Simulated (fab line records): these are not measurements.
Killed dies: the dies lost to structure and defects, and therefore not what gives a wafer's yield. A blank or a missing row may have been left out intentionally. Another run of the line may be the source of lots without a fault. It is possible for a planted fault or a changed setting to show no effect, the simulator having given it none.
Comparing a struck lot with a sound one :: flow gf180mcu :: 15 out of 602 route steps
Sound: these wafers, L163.1, L163.2, L163.5. Struck: wafer L167.1 (left out: L167.6, a lot-mate that was not struck); the cause follows at the end.
For every step that has rows: the tool of each side, followed by ch and its chambers, followed by its first start. Under that, the readings that differ: sound wafers :: struck wafers :: difference of the means :: sigmas: that difference in standard deviations of wafers without a fault.
alike: readings whose means differ by less than 2 such deviations, and words and numbers that are the same on both sides. not compared: withheld readings, readings that some wafer has no value for, bounds like >300 that may hide the same value, and numbers for which the record gives no deviation and whose values overlap.
A row with sigmas, a row that says differs or no value, or rows on one side alone: a step with any of these is where the two part. Numbers that don't overlap but have no deviation are shown without sigmas and don't part them. Lack of a reading on every wafer of one side parts them only where that side has two or more wafers.

GF_V2_OVL_MEAS_15:
  sound: overlay-01 at day 21 04:55; struck: overlay-02 at day 22 01:55
reading: V2_OVL (nm)
sound: -2 -3 3
struck: 13
difference: +14
sigmas: +2
then, 1 step without rows for these wafers: GF_V2_ETCH_16 (etches BARC in N2/H2).
GF_V2_ETCH_17: etches SiO2 in C4F8/O2/Ar, stops on TiN, target depth 630 nm.
  sound: rieDiel-01 ch 1,3; struck: rieDiel-04 ch 1
  alike: oesProductAu
GF_V2_STRIP_18: strips in O2/N2.
  sound on plasmaAsher-02 ch 0,1, day 21 05:05; struck on plasmaAsher-02 ch 1, day 22 02:05
  alike: drypumpMotorCurrentA, heaterPowerW, oesProductAu, platenTempC
  not compared: rfHoursCounterH
then, 2 steps without rows for these wafers: GF_V2_STRIP_19 (strips in post etch residue remover, time 1200 s); GF_V2_CLEAN_20 (cleans in DIW).
GF_V2_SPUTTER_21: material Ti, target thk 15 nm, time 80.02 s.
  sound: pvdSputter-04 at day 21 05:37; struck: pvdSputter-04 at day 22 02:37
  alike: throttleValvePct
then, 1 step without rows for these wafers: GF_V2_SPUTTER_22 (material TiN, target thk 10 nm, time 40 s).
GF_V2_CVD_23: deposits W, target thk 350 nm, time 104.94 s.
  sound on cvdW-02 ch 0,1, day 21 05:43; struck on cvdW-01 ch 0, day 22 02:43
reading: heaterPowerW (W)
sound: 836 815 848
struck: 929
difference: +96
sigmas: +3
  alike: chamberPressureTorr, heaterPowerOuterW
GF_V2_RS_MEAS_24: the measuring method here is four-point-probe.
  sound: filmMetro-02 at day 21 05:49; struck: filmMetro-01 at day 22 02:49
reading: V2_W_RS (ohm/sq)
sound: 0.324 0.326 0.325
struck: 0.335
difference: +0.010
sigmas: +2
GF_V2_THK_MEAS_25: measures by xrf.
  sound: filmMetro-02 at day 21 05:56; struck: filmMetro-01 at day 22 02:56
reading: V2_W_THK (nm)
sound: 346 344 344
struck: 334
difference: -11
sigmas: -2
then, 1 step without rows for these wafers: GF_V2_CMP_26 (polishes, stops on SiO2, t overpolish 15 s, target thk 0 nm).
GF_M3_SPUTTER_00: material Ti, target thk 37.5 nm, time 150 s.
  sound: pvdSputter-03 at day 21 06:18; struck: pvdSputter-03 at day 22 03:18
reading: model.Ti_of_M3_SPUTTER_00.thkNm (nm)
sound: 37.18 36.93 37.15
struck: 31.76
difference: -5.33
sigmas: 
  alike: throttleValvePct
GF_M3_SPUTTER_01: material TiN, target thk 30 nm, time 25 s.
  sound: pvdSputter-03 at day 21 06:24; struck: pvdSputter-03 at day 22 03:24
  alike: throttleValvePct
next, for these wafers, 1 step has no rows: GF_PASSIVATION_PROBE_99.

== WHERE THEY PART ==
Earliest at GF_V2_OVL_MEAS_15; latest, in this record, at GF_V2_THK_MEAS_25. Later steps at which nothing parts them and some readings are alike: GF_M3_SPUTTER_00, GF_M3_SPUTTER_01.

WHY: what the simulator had put in
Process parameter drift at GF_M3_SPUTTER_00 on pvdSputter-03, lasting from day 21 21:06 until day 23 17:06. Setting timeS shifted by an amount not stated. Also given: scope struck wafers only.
